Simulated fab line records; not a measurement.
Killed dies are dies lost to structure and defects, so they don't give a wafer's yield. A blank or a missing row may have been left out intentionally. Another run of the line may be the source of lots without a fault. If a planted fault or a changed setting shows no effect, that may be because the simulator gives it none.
Check of tool commonality :: flow gf180mcu :: 12 lots, 36 wafers sampled

## WHY THIS WAS OPENED
At GF_V1_RS_MEAS_24 the reading V1_W_RS is flagged on 2 of 12 lots. No-fault wafers: 0.324 ohm/sq, standard deviation 0.0062.
Rule: a lot is flagged when every wafer of it that has a number lies more than 4 standard deviations from that mean, or none has a number. The other lots count as sound.

lot: L246
measured: day 18 05:37
on: film-metro-01
V1_W_RS (ohm/sq), wafer by wafer: 0.317 0.326 0.315
flag: 

lot: L248
measured: day 19 00:26
on: film-metro-03
V1_W_RS (ohm/sq), wafer by wafer: 0.324 0.316 0.330
flag: 

lot: L249
measured: day 19 08:31
on: film-metro-01
V1_W_RS (ohm/sq), wafer by wafer: 0.312 0.324 0.323
flag: 

lot: L251
measured: day 20 03:19
on: film-metro-04
V1_W_RS (ohm/sq), wafer by wafer: 0.316 0.313 0.315
flag: 

lot: L252
measured: day 20 13:26
on: film-metro-04
V1_W_RS (ohm/sq), wafer by wafer: 0.324 0.327 0.323
flag: 

lot: L253
measured: day 21 01:34
on: film-metro-03
V1_W_RS (ohm/sq), wafer by wafer: 0.327 0.326 0.325
flag: 

lot: L255
measured: day 21 16:08
on: film-metro-04
V1_W_RS (ohm/sq), wafer by wafer: 0.327 0.329 0.322
flag: 

lot: L258
measured: day 22 14:55
on: film-metro-04
V1_W_RS (ohm/sq), wafer by wafer: 0.477 0.458 0.457
flag: FLAGGED

lot: L262
measured: day 24 08:04
on: film-metro-04
V1_W_RS (ohm/sq), wafer by wafer: 0.453 0.475 0.448
flag: FLAGGED

lot: L264
measured: day 25 12:37
on: film-metro-04
V1_W_RS (ohm/sq), wafer by wafer: 0.319 0.329 0.319
flag: 

lot: L266
measured: day 25 16:38
on: film-metro-01
V1_W_RS (ohm/sq), wafer by wafer: 0.324 0.314 0.325
flag: 

lot: L268
measured: day 26 10:07
on: film-metro-01
V1_W_RS (ohm/sq), wafer by wafer: 0.326 0.326 0.314
flag: 
Average over the flagged lots: 0.461 ohm/sq; offset from the usual +0.137 ohm/sq, equal to +22 standard deviations.

## WHICH TOOL RAN EACH LOT
Before the reading, the record contains 2 process steps out of a 602-step route. Each cell gives the tool, then ch followed by the chambers the sampled wafers passed through, then the start.
lot: L246
flag: 
GF_V1_SPUTTER_22: pvd-sputter-03, day 18 05:26
GF_V1_CVD_23: cvd-w-02 ch 0,1, day 18 05:29

lot: L248
flag: 
GF_V1_SPUTTER_22: pvd-sputter-02, day 19 00:16
GF_V1_CVD_23: cvd-w-02 ch 0,1, day 19 00:19

lot: L249
flag: 
GF_V1_SPUTTER_22: pvd-sputter-03, day 19 08:21
GF_V1_CVD_23: cvd-w-02 ch 0,1, day 19 08:23

lot: L251
flag: 
GF_V1_SPUTTER_22: pvd-sputter-02, day 20 03:10
GF_V1_CVD_23: cvd-w-02 ch 0, day 20 03:13

lot: L252
flag: 
GF_V1_SPUTTER_22: pvd-sputter-02, day 20 13:16
GF_V1_CVD_23: cvd-w-01 ch 0,1, day 20 13:19

lot: L253
flag: 
GF_V1_SPUTTER_22: pvd-sputter-03, day 21 01:22
GF_V1_CVD_23: cvd-w-01 ch 0,1, day 21 01:27

lot: L255
flag: 
GF_V1_SPUTTER_22: pvd-sputter-02, day 21 15:59
GF_V1_CVD_23: cvd-w-01 ch 0,1, day 21 16:02

lot: L258
flag: FLAGGED
GF_V1_SPUTTER_22: pvd-sputter-03, day 22 14:44
GF_V1_CVD_23: cvd-w-01 ch 0,1, day 22 14:47

lot: L262
flag: FLAGGED
GF_V1_SPUTTER_22: pvd-sputter-03, day 24 07:53
GF_V1_CVD_23: cvd-w-01 ch 0,1, day 24 07:56

lot: L264
flag: 
GF_V1_SPUTTER_22: pvd-sputter-01, day 25 12:28
GF_V1_CVD_23: cvd-w-02 ch 0,1, day 25 12:31

lot: L266
flag: 
GF_V1_SPUTTER_22: pvd-sputter-02, day 25 16:29
GF_V1_CVD_23: cvd-w-02 ch 0,1, day 25 16:31

lot: L268
flag: 
GF_V1_SPUTTER_22: pvd-sputter-03, day 26 09:57
GF_V1_CVD_23: cvd-w-02 ch 0,1, day 26 09:59
These steps, and what they do:
- GF_V1_SPUTTER_22: material TiN, target thk 10 nm, time 40 s.
- GF_V1_CVD_23: deposits W, target thk 350 nm, time 105.05 s.
- GF_V1_RS_MEAS_24: measures by four-point-probe.

## FLAGGED OVER TOTAL, TOOL BY TOOL (the gauges that took the reading come last)
step: GF_V1_SPUTTER_22
tool: pvd-sputter-01
lots run: 1
flagged: 0
share of the flagged lots: none
sound lots run after its first flagged lot: -

step: GF_V1_SPUTTER_22
tool: pvd-sputter-02
lots run: 5
flagged: 0
share of the flagged lots: none
sound lots run after its first flagged lot: -

step: GF_V1_SPUTTER_22
tool: pvd-sputter-03
lots run: 6
flagged: 2
share of the flagged lots: all
sound lots run after its first flagged lot: 1 (L268)

step: GF_V1_CVD_23
tool: cvd-w-01
lots run: 5
flagged: 2
share of the flagged lots: all
sound lots run after its first flagged lot: 0

step: GF_V1_CVD_23
tool: cvd-w-02
lots run: 7
flagged: 0
share of the flagged lots: none
sound lots run after its first flagged lot: -

step: GF_V1_RS_MEAS_24
tool: film-metro-01
lots run: 4
flagged: 0
share of the flagged lots: none
sound lots run after its first flagged lot: -

step: GF_V1_RS_MEAS_24
tool: film-metro-03
lots run: 2
flagged: 0
share of the flagged lots: none
sound lots run after its first flagged lot: -

step: GF_V1_RS_MEAS_24
tool: film-metro-04
lots run: 6
flagged: 2
share of the flagged lots: all
sound lots run after its first flagged lot: 1 (L264)

## THE TABLE: WHAT IT ALLOWS
All flagged lots were run by 3 table rows, namely pvd-sputter-03 at GF_V1_SPUTTER_22, cvd-w-01 at GF_V1_CVD_23, film-metro-04 at GF_V1_RS_MEAS_24.
- pvd-sputter-03 at GF_V1_SPUTTER_22: 2 of its 6 lots flagged. After the first flagged lot (L268), sound lots still ran on it; a lasting fault on the whole tool would not permit that.
- cvd-w-01 at GF_V1_CVD_23: 2 of its 5 lots flagged. Last sound lot L255 at day 21 16:02, first flagged lot L258 at day 22 14:47; a fault beginning in between fits.
- film-metro-04 at GF_V1_RS_MEAS_24: 2 of its 6 lots flagged. After the first flagged lot (L264), sound lots still ran on it; a lasting fault on the whole tool would not permit that.
Just one tool remains: cvd-w-01 at GF_V1_CVD_23.

## WHAT HAD BEEN PUT IN BY THE SIMULATOR
Site profile drift: cvd-w-01, from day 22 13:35 on, at GF_V1_CVD_23. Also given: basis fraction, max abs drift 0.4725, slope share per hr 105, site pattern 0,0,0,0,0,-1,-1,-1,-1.
Lots struck among those shown: L258, L262. The same result came from the rule above.
